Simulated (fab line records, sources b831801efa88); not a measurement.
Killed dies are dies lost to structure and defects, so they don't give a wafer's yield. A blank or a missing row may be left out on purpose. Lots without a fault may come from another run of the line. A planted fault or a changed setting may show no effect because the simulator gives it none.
fab line records | flow gf180mcu
record lots=5 wafers=15 last_day=34
route steps=602 shown V5@546 TOP_METAL@567
lots that met no fault: from a run of the same line without faults
start_h: hours from the record's first day to the start of the lot's first wafer shown | wait_h: hours since the lot's step before | " the same as in the row above | L1.1+2: a row that stands for several wafers | - no value, or no start given | * or withheld: withheld | < > ~ a bound
route shown NAME@n: a module of which the file shows steps, and the number in the route of the first | usual: mean/standard deviation of fault-free wafers | same: alike in all rows | chamber/n: place in a boat | sites: the reading at each site | _std_site: their standard deviation | _edge_site: outer sites' mean less inner sites' | radius_mm: how far each site lies from the wafer's centre | mask NAME#n: copy n | behind: the tool/chamber that last shaped the wafer | hold: why the lot was held/for how many hours/how that ended | device: the transistor (n, p or np) that didn't switch | end of line: the same wafers' tests at the end of the route | a step without rows: its recipe alone | killed: dies lost to structure and defects at the first sort, not the wafer's yield | map: a wafer's dies, x killed, . not, _ none there
set.NAME: the setting as run; set.NAME@STEP: as run at that earlier step | model.NAME: the simulator's own value behind a step, which no gauge read
lots at some steps of the route; a table a step, a row a wafer
services: from which hour (start_h, from the record's first day; less than 0 if before it) a tool's chamber was out of use, for how many hours, and why
## steps
# step GF_V5_DEHYDRATE_06
# recipe temp_c=200 time_s=60
# columns lot.wafer tool chamber start_h wait_h
L081.1+2+3 litho_track-02 0 673.07 9.0
L084.1+3+5 litho_track-04 0 699.70 9.1
L089.4+5+6 litho_track-04 0 728.53 8.2
L090.3+5+6 litho_track-03 0 732.96 8.5
L097.3+4+6 litho_track-04 0 776.30 7.0
# step GF_V5_HMDS_07
# recipe prime_time_s=60 prime_temp_c=120
# usual prime_temp_c=119.98/0.15
# columns lot.wafer tool chamber start_h wait_h prime_temp_c
L081.1 litho_track-02 0 673.22 0.1 119.91
L081.2 " 0 " " 120.00
L081.3 " 0 " " 119.90
L084.1 litho_track-04 0 699.85 0.1 120.13
L084.3 " 0 " " 120.09
L084.5 " 0 " " 120.23
L089.4 litho_track-04 0 728.68 0.1 120.23
L089.5 " 0 " " 120.12
L089.6 " 0 " " 120.09
L090.3 litho_track-03 0 733.11 0.1 120.10
L090.5 " 0 " " 120.07
L090.6 " 0 " " 119.99
L097.3 litho_track-04 0 776.45 0.1 119.86
L097.4 " 0 " " 119.95
L097.6 " 0 " " 119.98
# step GF_V5_COAT_08
# recipe resist=BARC temp_c=withheld time_s=withheld spin_rpm=withheld resist_thk_nm=withheld
# usual dispense_pressure_kPa=50.00/0.25
# columns lot.wafer tool chamber start_h wait_h dispense_pressure_kPa
L081.1 litho_track-02 0 673.37 0.1 50.25
L081.2 " 0 " " 50.29
L081.3 " 0 " " 50.22
L084.1 litho_track-04 0 700.00 0.1 50.07
L084.3 " 0 " " 50.04
L084.5 " 0 " " 50.01
L089.4 litho_track-04 0 728.83 0.1 50.02
L089.5 " 0 " " 50.00
L089.6 " 0 " " 50.00
L090.3 litho_track-03 0 733.26 0.1 49.61
L090.5 " 0 " " 49.68
L090.6 " 0 " " 49.65
L097.3 litho_track-04 0 776.60 0.1 50.04
L097.4 " 0 " " 50.04
L097.6 " 0 " " 50.03
# step GF_V5_COAT_09
# recipe resist=KrF spin_rpm=withheld resist_thk_nm=1000
# usual dispense_pressure_kPa=50.00/0.24
# columns lot.wafer tool chamber start_h wait_h dispense_pressure_kPa
L081.1 litho_track-02 0 - - 50.23
L081.2 " 0 " " 50.22
L081.3 " 0 " " 50.25
L084.1 litho_track-04 0 - - 50.03
L084.3 " 0 " " 50.04
L084.5 " 0 " " 50.02
L089.4 litho_track-04 0 - - 50.08
L089.5 " 0 " " 50.01
L089.6 " 0 " " 50.05
L090.3 litho_track-03 0 - - 49.69
L090.5 " 0 " " 49.64
L090.6 " 0 " " 49.68
L097.3 litho_track-04 0 - - 50.04
L097.4 " 0 " " 50.10
L097.6 " 0 " " 50.05
# step GF_V5_SOFTBAKE_10
# recipe temp_c=130 time_s=60 resist=KrF
# columns lot.wafer tool chamber start_h wait_h
L081.1+2+3 litho_track-02 0 - -
L084.1+3+5 litho_track-04 0 - -
L089.4+5+6 litho_track-04 0 - -
L090.3+5+6 litho_track-03 0 - -
L097.3+4+6 litho_track-04 0 - -
# step GF_V5_EXPOSE_11
# recipe mask_id=Via5 target_cd_nm=260 na=0.68 source_shape=conventional sigma_outer=0.6 dose_mj=38
# columns lot.wafer tool chamber start_h wait_h mask
L081.1+2+3 krf_scanner-02 0 - - Via5#0
L084.1+3+5 krf_scanner-01 0 - - Via5#0
L089.4+5+6 krf_scanner-02 0 - - Via5#0
L090.3+5+6 krf_scanner-02 0 - - Via5#0
L097.3+4+6 krf_scanner-02 0 - - Via5#0
# step GF_V5_PEB_12
# recipe peb_temp_c=135 peb_time_s=90 resist=KrF
# same peb_time_s=90
# columns lot.wafer tool chamber start_h wait_h
L081.1+2+3 litho_track-03 0 - -
L084.1+3+5 litho_track-02 0 - -
L089.4+5+6 litho_track-03 0 - -
L090.3+5+6 litho_track-03 0 - -
L097.3+4+6 litho_track-02 0 - -
# step GF_V5_DEVELOP_13
# recipe develop_time_s=60 resist=KrF dev_temp_c=21
# columns lot.wafer tool chamber start_h wait_h
L081.1+2+3 litho_track-03 0 683.01 0.2
L084.1+3+5 litho_track-02 0 709.22 0.2
L089.4+5+6 litho_track-03 0 737.73 0.1
L090.3+5+6 litho_track-03 0 741.35 0.1
L097.3+4+6 litho_track-02 0 784.82 0.1
# step GF_V5_CD_MEAS_14
# recipe target_cd_nm=260
# usual cd_nm=260.3/1.1
# columns lot.wafer tool chamber start_h wait_h cd_nm
L081.1 cd_sem-01 - 683.16 0.1 260.4
L081.2 " - " " 259.9
L081.3 " - " " 260.4
L084.1 cd_sem-01 - 709.37 0.1 258.9
L084.3 " - " " 258.6
L084.5 " - " " 259.4
L089.4 cd_sem-02 - 737.87 0.1 260.0
L089.5 " - " " 259.8
L089.6 " - " " 259.9
L090.3 cd_sem-01 - 741.49 0.1 259.0
L090.5 " - " " 259.2
L090.6 " - " " 259.6
L097.3 cd_sem-01 - 785.03 0.2 260.7
L097.4 " - " " 260.4
L097.6 " - " " 261.4
# step GF_V5_OVL_MEAS_15
# usual V5_OVL=-1/5.5
# columns lot.wafer tool chamber start_h wait_h V5_OVL[nm]
L081.1 overlay-02 - 683.28 0.1 -7
L081.2 " - " " -6
L081.3 " - " " -7
L084.1 overlay-01 - 709.49 0.1 7
L084.3 " - " " 2
L084.5 " - " " 10
L089.4 overlay-01 - 737.94 0.1 -7
L089.5 " - " " -6
L089.6 " - " " 1
L090.3 overlay-01 - 741.59 0.1 7
L090.5 " - " " 2
L090.6 " - " " 3
L097.3 overlay-02 - 785.12 0.1 -4
L097.4 " - " " -2
L097.6 " - " " -7
# step GF_V5_ETCH_16
# recipe chemistry=N2/H2 target_depth_a=withheld overetch_a=withheld time_s=withheld target=BARC ion_energy_ev=200 source_w=500 bias_w=100 pressure_mtorr=30 n2_flow_sccm=100 h2_flow_sccm=200
# usual drypump_motor_current_A=6.1/0.39 n2_flow_sccm=100.0/0.3 oes_product_au=0.855/0.0047 rf_fwd_power_W=495.5/2 throttle_valve_pct=13.226/0.008
# columns lot.wafer tool chamber start_h wait_h drypump_motor_current_A n2_flow_sccm oes_product_au rf_fwd_power_W throttle_valve_pct
L081.1 rie_diel-04 2 683.31 0.0 5.8 100.1 0.859 493.0 13.222
L081.2 " 0 " " 6.4 100.1 0.853 491.1 13.229
L081.3 " 1 " " 5.7 99.9 0.852 495.4 13.233
L084.1 rie_diel-04 2 709.52 0.0 5.8 99.6 0.852 492.4 13.230
L084.3 " 1 " " 5.7 100.2 0.859 495.9 13.225
L084.5 " 2 " " 5.8 99.9 0.859 492.7 13.223
L089.4 rie_diel-04 3 737.96 0.0 5.2 99.6 0.857 493.7 13.229
L089.5 " 2 " " 5.8 100.2 0.859 494.7 13.227
L089.6 " 1 " " 5.7 99.9 0.860 498.6 13.229
L090.3 rie_diel-04 2 741.61 0.0 5.8 100.1 0.848 493.5 13.229
L090.5 " 3 " " 5.1 99.4 0.854 496.2 13.233
L090.6 " 0 " " 6.4 99.9 0.858 491.8 13.221
L097.3 rie_diel-02 3 785.15 0.0 6.6 100.0 0.858 496.7 13.209
L097.4 " 2 " " 6.2 99.6 0.857 496.7 13.224
L097.6 " 0 " " 6.2 99.9 0.850 499.4 13.232
# step GF_V5_ETCH_17
# recipe chemistry=C4F8/O2/Ar mask_material=KrF target=SiO2 stop_on=TiN source_w=1500 bias_w=1200 pressure_mtorr=40 c4f8_flow_sccm=withheld O2_flow_sccm=6 Ar_flow_sccm=300 time_s=withheld target_depth_a=8550
# usual oes_product_au=0.859/0.0044 rf_fwd_power_W=1494/4.9
# columns lot.wafer tool chamber start_h wait_h oes_product_au rf_fwd_power_W
L081.1 rie_diel-04 2 - - 0.856 1488
L081.2 " 0 " " 0.861 1487
L081.3 " 1 " " 0.861 1494
L084.1 rie_diel-04 2 - - 0.867 1496
L084.3 " 1 " " 0.857 1497
L084.5 " 2 " " 0.856 1493
L089.4 rie_diel-04 3 - - 0.856 1487
L089.5 " 2 " " 0.857 1496
L089.6 " 1 " " 0.864 1493
L090.3 rie_diel-04 2 - - 0.855 1489
L090.5 " 3 " " 0.859 1490
L090.6 " 0 " " 0.862 1488
L097.3 rie_diel-02 3 - - 0.859 1491
L097.4 " 2 " " 0.861 1496
L097.6 " 0 " " 0.857 1502
# step GF_V5_STRIP_18
# recipe chemistry=O2/N2 power_w=1400 pressure_mtorr=1500 platen_temp_c=250 o2_flow_sccm=3000 n2_flow_sccm=300 overash_fraction=0.5
# usual drypump_motor_current_A=5.7/0.45 heater_power_w=337/55 n2_flow_sccm=299.8/0.86 oes_product_au=0.569/0.0052
# columns lot.wafer tool chamber start_h wait_h drypump_motor_current_A heater_power_w n2_flow_sccm oes_product_au rf_hours_counter_h
L081.1 plasma_asher-02 0 683.46 - 4.8 461 300.3 0.572 26
L081.2 " 1 " " 6.1 328 301.1 0.569 26
L081.3 " 1 " " 6.1 336 299.4 0.571 -
L084.1 plasma_asher-03 0 709.75 - 6.1 340 301.2 0.574 99
L084.3 " 1 " " 6.0 286 300.4 0.573 -
L084.5 " 1 " " 6.0 282 298.7 0.564 -
L089.4 plasma_asher-02 0 738.15 - 4.8 456 300.8 0.576 -
L089.5 " 1 " " 6.1 334 299.3 0.569 -
L089.6 " 0 " " 4.8 447 298.5 0.569 -
L090.3 plasma_asher-04 0 741.80 - 5.8 282 299.5 0.571 -
L090.5 " 0 " " 5.9 287 299.7 0.562 -
L090.6 " 1 " " 5.4 336 301.3 0.571 -
L097.3 plasma_asher-03 1 785.33 - 6.0 291 301.0 0.569 -
L097.4 " 0 " " 6.1 369 300.0 0.559 -
L097.6 " 1 " " 6.0 293 300.3 0.572 -
# step GF_V5_STRIP_19
# recipe chemistry=post_etch_residue_remover time_s=1200 temp_c=72.5
# columns lot.wafer tool chamber start_h wait_h
L081.1+2+3 wet_bench-03 0 683.56 0.1
L084.1+3+5 wet_bench-01 3 709.85 0.1
L089.4+5+6 wet_bench-04 3 738.21 0.0
L090.3+5+6 wet_bench-03 0 741.91 0.1
L097.3+4+6 wet_bench-01 1 785.40 0.0
# step GF_V5_CLEAN_20
# recipe chemistry=DIW dry=n2_spin
# columns lot.wafer tool chamber start_h wait_h
L081.1+2+3 wet_bench-01 1 683.94 0.0
L084.1+3+5 wet_bench-03 1 710.19 0.0
L089.4+5+6 wet_bench-01 1 738.56 0.0
L090.3+5+6 wet_bench-01 2 742.26 0.0
L097.3+4+6 wet_bench-04 1 785.74 0.0
# step GF_V5_SPUTTER_21
# recipe material=Ti target_thk_nm=15 chamber_pressure_pa=5 power_w=2500 substrate_temp_c=200 time_s=80.02
# usual substrate_temp_c=199.99/0.16 throttle_valve_pct=30.3/0.78
# columns lot.wafer tool chamber start_h wait_h substrate_temp_c throttle_valve_pct
L081.1 pvd_sputter-01 - 684.04 0.0 200.24 30.4
L081.2 " - " " 200.05 30.8
L081.3 " - " " 199.92 30.2
L084.1 pvd_sputter-01 - 710.29 0.0 200.13 31.1
L084.3 " - " " 200.21 30.6
L084.5 " - " " 200.23 30.1
L089.4 pvd_sputter-02 - 738.66 0.0 200.13 29.6
L089.5 " - " " 200.17 28.8
L089.6 " - " " 200.09 29.8
L090.3 pvd_sputter-01 - 742.36 0.0 199.85 31.3
L090.5 " - " " 199.99 30.3
L090.6 " - " " 199.77 31.3
L097.3 pvd_sputter-04 - 785.83 0.0 200.20 30.6
L097.4 " - " " 200.01 30.6
L097.6 " - " " 200.11 30.9
# step GF_V5_SPUTTER_22
# recipe material=TiN target_thk_nm=10 chamber_pressure_pa=5 power_w=4000 time_s=40
# usual throttle_valve_pct=30.4/0.81
# columns lot.wafer tool chamber start_h wait_h throttle_valve_pct
L081.1 pvd_sputter-01 - 684.10 0.0 30.5
L081.2 " - " " 31.2
L081.3 " - " " 30.3
L084.1 pvd_sputter-01 - 710.36 0.0 31.3
L084.3 " - " " 30.2
L084.5 " - " " 30.2
L089.4 pvd_sputter-02 - 738.72 0.0 29.3
L089.5 " - " " 28.8
L089.6 " - " " 29.9
L090.3 pvd_sputter-01 - 742.42 0.0 31.1
L090.5 " - " " 30.4
L090.6 " - " " 31.1
L097.3 pvd_sputter-04 - 785.89 0.0 30.7
L097.4 " - " " 31.0
L097.6 " - " " 31.2
# step GF_V5_CVD_23
# recipe material=W target_thk_nm=350 time_s=104.9 temp_c=400 pressure_torr=40
# usual heater_power_outer_w=569/58 heater_power_w=881/56
# columns lot.wafer tool chamber start_h wait_h heater_power_outer_w heater_power_w
L081.1 cvd_w-02 0 684.14 0.0 506 804
L081.2 " 1 " " 535 848
L081.3 " 1 " " 555 859
L084.1 cvd_w-01 0 710.39 0.0 586 949
L084.3 " 1 " " 669 918
L084.5 " 0 " " 585 948
L089.4 cvd_w-01 0 738.81 0.1 588 968
L089.5 " 1 " " 668 936
L089.6 " 0 " " 593 951
L090.3 cvd_w-02 1 742.49 0.1 537 877
L090.5 " 1 " " 542 876
L090.6 " 0 " " 502 827
L097.3 cvd_w-02 0 785.97 0.1 507 823
L097.4 " 1 " " 537 865
L097.6 " 0 " " 508 828
# step GF_V5_RS_MEAS_24
# recipe thk_meas_gauge=four-point-probe reads=W_of_V5_CVD_23+TiN_of_V5_SPUTTER_22+Ti_of_V5_SPUTTER_21
# usual V5_W_RS=0.329/0.0034
# columns lot.wafer tool chamber start_h wait_h V5_W_RS[ohm/sq]
L081.1 film_metro-03 - 684.25 0.1 0.332
L081.2 " - " " 0.330
L081.3 " - " " 0.332
L084.1 film_metro-02 - 710.51 0.1 0.332
L084.3 " - " " 0.328
L084.5 " - " " 0.331
L089.4 film_metro-02 - 738.94 0.1 0.330
L089.5 " - " " 0.327
L089.6 " - " " 0.332
L090.3 film_metro-02 - 742.61 0.1 0.328
L090.5 " - " " 0.322
L090.6 " - " " 0.325
L097.3 film_metro-03 - 786.09 0.1 0.330
L097.4 " - " " 0.329
L097.6 " - " " 0.330
# step GF_V5_THK_MEAS_25
# recipe thk_meas_gauge=xrf reads=W_of_V5_CVD_23
# usual V5_W_THK=340/5.2
# columns lot.wafer tool chamber start_h wait_h V5_W_THK[nm]
L081.1 film_metro-03 - 684.37 0.1 337
L081.2 " - " " 338
L081.3 " - " " 336
L084.1 film_metro-02 - 710.63 0.1 342
L084.3 " - " " 345
L084.5 " - " " 343
L089.4 film_metro-02 - 739.03 0.1 343
L089.5 " - " " 349
L089.6 " - " " 341
L090.3 film_metro-02 - 742.71 0.1 345
L090.5 " - " " 351
L090.6 " - " " 348
L097.3 film_metro-03 - 786.19 0.1 337
L097.4 " - " " 338
L097.6 " - " " 338
# step GF_V5_CMP_26
# recipe stop_on=SiO2 down_force_psi=3.5 platen_rpm=60 t_overpolish_s=15 target_thk_nm=0 pad_velocity_m_s=0.94248
# usual motor_current_A=10.8/1.2 overpolish_run_s=14.999/0.0093 time_to_endpoint_s=85/3.5
# columns lot.wafer tool chamber start_h wait_h motor_current_A overpolish_run_s time_to_endpoint_s
L081.1 cmp-01 2 684.43 0.1 11.3 14.996 84
L081.2 " 0 " " 13.3 14.990 82
L081.3 " 1 " " 11.0 15.011 86
L084.3 cmp-01 3 710.69 0.0 9.4 15.001 90
L084.1 " 0 " " 13.3 14.992 86
L084.5 " 3 " " 9.4 14.981 93
L089.4 cmp-01 1 739.21 0.2 11.2 14.987 85
L089.6 " 2 " " 10.7 14.997 84
L089.5 " 3 " " 9.2 15.000 89
L090.3 cmp-01 1 742.90 0.2 10.1 14.984 89
L090.6 " 2 " " 10.7 15.010 89
L090.5 " 3 " " 8.6 14.992 90
L097.3 cmp-02 1 786.23 0.0 10.0 15.006 84
L097.4 " 0 " " 10.7 15.002 77
L097.6 " 2 " " 12.3 14.994 79
# step GF_TOP_METAL_SPUTTER_00
# recipe material=Ti target_thk_nm=37.5 arriving_ion_energy_ev=80 substrate_temp_c=200 chamber_pressure_pa=2 power_w=4000 time_s=150
# usual substrate_temp_c=200.01/0.17 throttle_valve_pct=30.2/0.91
# columns lot.wafer tool chamber start_h wait_h substrate_temp_c throttle_valve_pct
L081.1 pvd_sputter-01 - 684.73 0.2 200.20 31.3
L081.2 " - " " 200.06 30.1
L081.3 " - " " 200.21 30.4
L084.1 pvd_sputter-02 - 710.99 0.2 200.06 31.7
L084.3 " - " " 199.95 28.8
L084.5 " - " " 200.23 28.9
L089.4 pvd_sputter-02 - 739.36 0.1 199.96 31.8
L089.5 " - " " 199.82 31.6
L089.6 " - " " 199.76 29.7
L090.3 pvd_sputter-02 - 743.05 0.1 200.07 31.5
L090.5 " - " " 200.03 28.6
L090.6 " - " " 200.08 30.6
L097.3 pvd_sputter-03 - 786.53 0.2 199.98 30.7
L097.4 " - " " 200.14 28.2
L097.6 " - " " 200.25 28.2
# step GF_TOP_METAL_SPUTTER_01
# recipe material=TiN target_thk_nm=30 power_w=6500 time_s=25 chamber_pressure_pa=0.4
# usual throttle_valve_pct=30.2/0.9
# columns lot.wafer tool chamber start_h wait_h throttle_valve_pct
L081.1 pvd_sputter-01 - 684.83 0.1 30.8
L081.2 " - " " 30.2
L081.3 " - " " 30.5
L084.1 pvd_sputter-02 - 711.09 0.1 31.4
L084.3 " - " " 29.0
L084.5 " - " " 29.1
L089.4 pvd_sputter-02 - 739.47 0.1 31.5
L089.5 " - " " 31.4
L089.6 " - " " 29.9
L090.3 pvd_sputter-02 - 743.16 0.1 31.7
L090.5 " - " " 28.9
L090.6 " - " " 30.5
L097.3 pvd_sputter-03 - 786.63 0.1 30.7
L097.4 " - " " 28.3
L097.6 " - " " 28.3
# step GF_TOP_METAL_SPUTTER_02
# recipe material=AlCu target_thk_nm=900 power_w=10600 chamber_pressure_pa=0.3 substrate_temp_c=250 gas=Ar time_s=47.82
# usual substrate_temp_c=249.99/0.19 throttle_valve_pct=30.2/0.92
# columns lot.wafer tool chamber start_h wait_h substrate_temp_c throttle_valve_pct
L081.1 pvd_sputter-01 - 684.86 0.0 249.97 31.0
L081.2 " - " " 249.82 30.2
L081.3 " - " " 249.88 30.4
L084.1 pvd_sputter-02 - 711.12 0.0 249.86 31.3
L084.3 " - " " 250.12 28.7
L084.5 " - " " 250.28 28.6
L089.4 pvd_sputter-02 - 739.51 0.0 250.12 31.3
L089.5 " - " " 249.99 31.5
L089.6 " - " " 250.14 29.8
L090.3 pvd_sputter-02 - 743.20 0.0 249.72 31.4
L090.5 " - " " 250.16 28.5
L090.6 " - " " 250.21 30.8
L097.3 pvd_sputter-03 - 786.66 0.0 250.02 30.3
L097.4 " - " " 250.22 28.4
L097.6 " - " " 250.21 28.4
# step GF_TOP_METAL_SPUTTER_03
# recipe material=Ti target_thk_nm=5 substrate_temp_c=300 chamber_pressure_pa=0.3 power_w=3000 time_s=3.3
# usual substrate_temp_c=300.01/0.18 throttle_valve_pct=30.2/0.91
# columns lot.wafer tool chamber start_h wait_h substrate_temp_c throttle_valve_pct
L081.1 pvd_sputter-01 - 684.90 0.0 300.07 31.5
L081.2 " - " " 299.80 30.2
L081.3 " - " " 300.43 30.3
L084.1 pvd_sputter-02 - 711.16 0.0 299.97 31.8
L084.3 " - " " 299.79 28.5
L084.5 " - " " 300.06 28.7
L089.4 pvd_sputter-02 - 739.56 0.0 299.84 31.9
L089.5 " - " " 299.95 31.8
L089.6 " - " " 299.90 29.6
L090.3 pvd_sputter-02 - 743.24 0.0 300.20 31.4
L090.5 " - " " 300.06 28.6
L090.6 " - " " 300.03 30.5
L097.3 pvd_sputter-03 - 786.70 0.0 300.34 30.2
L097.4 " - " " 300.14 28.4
L097.6 " - " " 300.01 28.5
# step GF_TOP_METAL_SPUTTER_04
# recipe material=TiN target_thk_nm=25 power_w=6500 time_s=20.8 chamber_pressure_pa=0.4
# usual throttle_valve_pct=30.2/0.91
# columns lot.wafer tool chamber start_h wait_h throttle_valve_pct
L081.1 pvd_sputter-01 - 684.92 0.0 31.0
L081.2 " - " " 30.2
L081.3 " - " " 30.4
L084.1 pvd_sputter-02 - 711.18 0.0 31.4
L084.3 " - " " 28.7
L084.5 " - " " 28.7
L089.4 pvd_sputter-02 - 739.58 0.0 31.6
L089.5 " - " " 31.4
L089.6 " - " " 29.6
L090.3 pvd_sputter-02 - 743.27 0.0 31.7
L090.5 " - " " 28.6
L090.6 " - " " 30.4
L097.3 pvd_sputter-03 - 786.72 0.0 30.3
L097.4 " - " " 28.5
L097.6 " - " " 28.1
# step GF_TOP_METAL_RS_MEAS_05
# recipe thk_meas_gauge=four-point-probe reads=TiN_of_TOP_METAL_SPUTTER_04+Ti_of_TOP_METAL_SPUTTER_03+AlCu_of_TOP_METAL_SPUTTER_02+TiN_of_TOP_METAL_SPUTTER_01+Ti_of_TOP_METAL_SPUTTER_00
# usual TOP_METAL_ALCU_RS=0.0329/0.00039
# columns lot.wafer tool chamber start_h wait_h TOP_METAL_ALCU_RS[ohm/sq]
L081.1 film_metro-02 - 684.95 0.0 0.0323
L081.2 " - " " 0.0326
L081.3 " - " " 0.0321
L084.1 film_metro-02 - 711.21 0.0 0.0327
L084.3 " - " " 0.0322
L084.5 " - " " 0.0324
L089.4 film_metro-04 - 739.67 0.1 0.0331
L089.5 " - " " 0.0331
L089.6 " - " " 0.0331
L090.3 film_metro-02 - 743.34 0.1 0.0333
L090.5 " - " " 0.0330
L090.6 " - " " 0.0337
L097.3 film_metro-01 - 786.79 0.1 0.0329
L097.4 " - " " 0.0334
L097.6 " - " " 0.0333
# step GF_TOP_METAL_THK_MEAS_06
# recipe thk_meas_gauge=xrf reads=AlCu_of_TOP_METAL_SPUTTER_02
# usual TOP_METAL_ALCU_THK=893/12
# columns lot.wafer tool chamber start_h wait_h TOP_METAL_ALCU_THK[nm]
L081.1 film_metro-02 - 685.07 0.1 915
L081.2 " - " " 910
L081.3 " - " " 922
L084.1 film_metro-02 - 711.33 0.1 905
L084.3 " - " " 912
L084.5 " - " " 908
L089.4 film_metro-04 - 739.76 0.1 890
L089.5 " - " " 886
L089.6 " - " " 889
L090.3 film_metro-02 - 743.44 0.1 885
L090.5 " - " " 894
L090.6 " - " " 885
L097.3 film_metro-01 - 786.89 0.1 881
L097.4 " - " " 865
L097.6 " - " " 877
# step GF_TOP_METAL_DEHYDRATE_07
# recipe temp_c=200 time_s=60
# columns lot.wafer tool chamber start_h wait_h
L081.1+2+3 litho_track-03 0 693.81 8.7
L084.1+3+5 litho_track-03 0 719.61 8.3
L089.4+5+6 litho_track-01 0 747.50 7.7
L090.3+5+6 litho_track-03 0 752.20 8.8
L097.3+4+6 litho_track-02 0 793.57 6.7
# step GF_TOP_METAL_HMDS_08
# recipe prime_time_s=60 prime_temp_c=120
# usual prime_temp_c=120.00/0.15
# columns lot.wafer tool chamber start_h wait_h prime_temp_c
L081.1 litho_track-03 0 693.96 0.1 120.11
L081.2 " 0 " " 119.92
L081.3 " 0 " " 119.76
L084.1 litho_track-03 0 719.76 0.1 119.92
L084.3 " 0 " " 120.04
L084.5 " 0 " " 120.04
L089.4 litho_track-01 0 747.65 0.1 120.11
L089.5 " 0 " " 120.08
L089.6 " 0 " " 120.18
L090.3 litho_track-03 0 752.35 0.1 119.82
L090.5 " 0 " " 119.79
L090.6 " 0 " " 119.80
L097.3 litho_track-02 0 793.72 0.1 119.89
L097.4 " 0 " " 119.90
L097.6 " 0 " " 119.81
# step GF_TOP_METAL_COAT_09
# recipe resist=NOVOLAK spin_rpm=3000 resist_thk_nm=1500
# usual dispense_pressure_kPa=48/4
# columns lot.wafer tool chamber start_h wait_h dispense_pressure_kPa
L081.1 litho_track-03 0 694.11 0.1 50
L081.2 " 0 " " 50
L081.3 " 0 " " 50
L084.1 litho_track-03 0 719.91 0.1 50
L084.3 " 0 " " 50
L084.5 " 0 " " 50
L089.4 litho_track-01 0 747.80 0.1 41
L089.5 " 0 " " 41
L089.6 " 0 " " 41
L090.3 litho_track-03 0 752.50 0.1 50
L090.5 " 0 " " 50
L090.6 " 0 " " 50
L097.3 litho_track-02 0 793.87 0.1 50
L097.4 " 0 " " 50
L097.6 " 0 " " 50
# step GF_TOP_METAL_SOFTBAKE_10
# recipe temp_c=90 time_s=60 resist=NOVOLAK
# columns lot.wafer tool chamber start_h wait_h
L081.1+2+3 litho_track-03 0 694.26 0.1
L084.1+3+5 litho_track-03 0 720.06 0.1
L089.4+5+6 litho_track-01 0 747.95 0.1
L090.3+5+6 litho_track-03 0 752.65 0.1
L097.3+4+6 litho_track-02 0 794.02 0.1
# step GF_TOP_METAL_EXPOSE_11
# recipe mask_id=MetalTop target_cd_nm=440 na=0.6 source_shape=conventional sigma_outer=0.6 dose_mj=170
# columns lot.wafer tool chamber start_h wait_h mask
L081.1+2+3 iline_stepper-01 0 - - MetalTop#0
L084.1+3+5 iline_stepper-02 0 - - MetalTop#0
L089.4+5+6 iline_stepper-02 0 - - MetalTop#0
L090.3+5+6 iline_stepper-01 0 - - MetalTop#0
L097.3+4+6 iline_stepper-02 0 - - MetalTop#0
# step GF_TOP_METAL_PEB_12
# recipe temp_c=withheld time_s=* resist=NOVOLAK
# columns lot.wafer tool chamber start_h wait_h
L081.1+2+3 litho_track-02 0 - -
L084.1+3+5 litho_track-02 0 - -
L089.4+5+6 litho_track-02 0 - -
L090.3+5+6 litho_track-01 0 - -
L097.3+4+6 litho_track-01 0 - -
# step GF_TOP_METAL_DEVELOP_13
# recipe develop_time_s=60 dev_temp_c=23
# columns lot.wafer tool chamber start_h wait_h
L081.1+2+3 litho_track-02 0 702.87 0.1
L084.1+3+5 litho_track-02 0 728.67 0.1
L089.4+5+6 litho_track-02 0 756.34 0.1
L090.3+5+6 litho_track-01 0 760.37 0.1
L097.3+4+6 litho_track-01 0 801.82 0.1
# step GF_TOP_METAL_CD_MEAS_14
# recipe target_cd_nm=440
# usual cd_nm=438.8/2.5
# columns lot.wafer tool chamber start_h wait_h cd_nm
L081.1 cd_sem-02 - 703.02 0.1 439.8
L081.2 " - " " 437.5
L081.3 " - " " 439.0
L084.1 cd_sem-02 - 728.82 0.1 440.7
L084.3 " - " " 440.4
L084.5 " - " " 438.2
L089.4 cd_sem-01 - 756.57 0.2 438.8
L089.5 " - " " 437.8
L089.6 " - " " 435.1
L090.3 cd_sem-01 - 760.51 0.1 438.7
L090.5 " - " " 438.1
L090.6 " - " " 436.9
L097.3 cd_sem-02 - 801.96 0.1 443.0
L097.4 " - " " 442.8
L097.6 " - " " 441.7
# step GF_TOP_METAL_OVL_MEAS_15
# usual TOP_METAL_OVL=-0.5/1.6
# columns lot.wafer tool chamber start_h wait_h TOP_METAL_OVL[nm]
L081.1 overlay-01 - 703.14 0.1 -1.1
L081.2 " - " " -0.5
L081.3 " - " " -0.7
L084.1 overlay-02 - 728.94 0.1 -0.8
L084.3 " - " " -1.7
L084.5 " - " " -1.2
L089.4 overlay-01 - 756.65 0.1 0.4
L089.5 " - " " 1.2
L089.6 " - " " -0.4
L090.3 overlay-01 - 760.60 0.1 0.6
L090.5 " - " " 0.6
L090.6 " - " " 0.1
L097.3 overlay-02 - 802.05 0.1 -0.1
L097.4 " - " " 2.1
L097.6 " - " " 0.4
## services
# columns tool chamber start_h hours kind
pvd_sputter-01 - 652.92 4.3 repair
rie_diel-04 1 657.15 9.1 repair
rie_diel-04 2 657.42 1.4 repair
pvd_sputter-02 - 663.93 3.9 repair
krf_scanner-02 - 669.27 0.3 repair
krf_scanner-02 - 670.86 0.3 repair
pvd_sputter-04 - 672.52 6.8 repair
iline_stepper-02 - 682.34 1.7 pm
rie_diel-04 0 686.98 23.3 repair
pvd_sputter-04 - 690.50 2.9 repair
krf_scanner-02 - 694.43 1.0 pm
rie_diel-04 3 694.47 16.9 repair
plasma_asher-02 - 697.64 1.5 repair
krf_scanner-02 - 710.26 0.8 pm
rie_diel-04 2 711.45 11.7 repair
plasma_asher-02 - 716.94 2.3 repair
rie_diel-04 0 720.77 3.5 repair
rie_diel-02 3 722.39 9.9 repair
cvd_w-02 0 728.40 3.9 repair
pvd_sputter-03 - 731.78 9.0 repair
cmp-01 - 744.07 4.0 pm
rie_diel-04 2 751.36 3.0 repair
rie_diel-04 2 788.88 16.6 repair
krf_scanner-02 - 801.53 1.3 pm
## key
fault none
